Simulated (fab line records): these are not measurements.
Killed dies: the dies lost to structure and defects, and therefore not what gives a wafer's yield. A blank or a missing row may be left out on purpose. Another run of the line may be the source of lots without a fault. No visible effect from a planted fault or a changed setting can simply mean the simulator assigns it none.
Comparing a struck lot with a sound one / flow gf180mcu / 17 out of 602 route steps
Sound: these wafers, L374.3, L374.5, L374.6. The struck wafers were L376.1, L376.4, L376.6. The cause is given at the end.
At each step with rows: each side's tool, then ch and its chambers, then its first start. Under that, the readings that differ: sound wafers / struck wafers / difference of the means / sigmas: that difference in standard deviations of wafers without a fault.
alike: a reading whose means differ by less than 2 such deviations, as well as words and numbers matching on both sides. not compared: withheld readings; readings where some wafer has no value; bounds like >300 that might hide an equal value; numbers whose values overlap and for which the record gives no deviation.
A row with sigmas, a row that says differs or no value, or rows on one side alone: a step with any of these is where the two part. When numbers do not overlap yet have no deviation, they are printed without sigmas and do not part them. A reading that every wafer of one side lacks parts them only if that side has two wafers or more.

GF_MIM_STRIP_20: strips in O2/N2.
  sound on plasma_asher-03 ch 0,1, day 27 23:35; struck on plasma_asher-04 ch 0,1, day 28 08:31
reading=strip_time_to_endpoint_s (s); sound=11.13 11.11 11.16; struck=11.26 11.26 11.28; difference=+0.13; sigmas=+3
  alike: drypump_motor_current_A, heater_power_w, oes_product_au
  not compared: rf_hours_counter_h
then, 9 steps without rows for these wafers: GF_MIM_STRIP_21 (strips in post etch residue remover, time 1200 s); GF_MIM_CLEAN_22 (cleans in DIW); GF_M5_DEHYDRATE_00 (time 60 s); GF_M5_HMDS_01 (prime time 60 s); GF_M5_COAT_02 (resist thk 1000 nm); GF_M5_SOFTBAKE_03 (time 60 s); GF_M5_EXPOSE_04 (exposes mask Metal5, target cd 280 nm); GF_M5_PEB_05 (peb time 90 s); GF_M5_DEVELOP_06 (develop time 60 s).
GF_M5_CD_MEAS_07: the cd target is 280 nm.
  sound: cd_sem-02 at day 28 19:10; struck: cd_sem-01 at day 29 02:37
  alike: cd_nm
GF_M5_OVL_MEAS_08:
  sound: overlay-02 at day 28 19:15; struck: overlay-02 at day 29 02:44
  alike: M5_OVL
GF_M5_ETCH_09: etches Si3N4 in CF4/O2, target depth 52 nm, time 11.6 s.
  sound on rie_diel-01 ch 0,1,2, day 28 19:16; struck on rie_diel-04 ch 1,2, day 29 02:47
  no value came back on the struck wafers for any of 6 readings (O2_flow_sccm (sccm), bias_w (W) and others); on the sound wafers O2_flow_sccm (sccm) reads 9.99 10.03 9.99
reading=model.KrF_of_M5_COAT_02.thk_nm (nm); sound=951 948 949.7; struck=992.2 990.2 988.5; difference=+40.7; sigmas=
  not compared: rf_hours_counter_h
GF_M5_METAL_ETCH_10: etches the open film in Cl2/BCl3, stops on SiO2, target depth 750.8 nm, time 125.1 s.
  sound on rie_metal-01 ch 0, day 28 19:23; struck on rie_metal-02 ch 0,1, day 29 02:48
reading=model.KrF_of_M5_COAT_02.thk_nm (nm); sound=644.6 642.6 643.7; struck=693.6 697.3 693.5; difference=+51.2; sigmas=
  alike: bcl3_flow_sccm, bias_w, drypump_motor_current_A, oes_product_au, throttle_valve_pct
  not compared: rf_hours_counter_h
GF_M5_STRIP_11: strips in O2/N2.
  sound on plasma_asher-02 ch 0,1, day 28 19:35; struck on plasma_asher-02 ch 0,1, day 29 02:56
reading=oes_product_au (a.u.); sound=0.522 0.516 0.523; struck=0.539 0.542 0.546; difference=+0.022; sigmas=+5
reading=strip_time_to_endpoint_s (s); sound=6.99 6.98 6.99; struck=7.47 7.51 7.47; difference=+0.50; sigmas=+9
  alike: drypump_motor_current_A, heater_power_w
  not compared: rf_hours_counter_h
then, 1 step without rows for these wafers: GF_M5_STRIP_12 (strips in post etch residue remover, time 1200 s).
-- the record jumps here: 3 days lie between the struck wafers' starts before and after (it left off in module M5 and takes up again in module PASSIVATION, whose first step shown is number 602 of the route) --
GF_PASSIVATION_PROBE_99:
  only the struck wafers here have rows in the record (prober-02, day 31 16:04); the sound ones have none

WHERE THEY PART
First at GF_MIM_STRIP_20; last, within this record, at GF_PASSIVATION_PROBE_99.

WHY: what had been put in by the simulator
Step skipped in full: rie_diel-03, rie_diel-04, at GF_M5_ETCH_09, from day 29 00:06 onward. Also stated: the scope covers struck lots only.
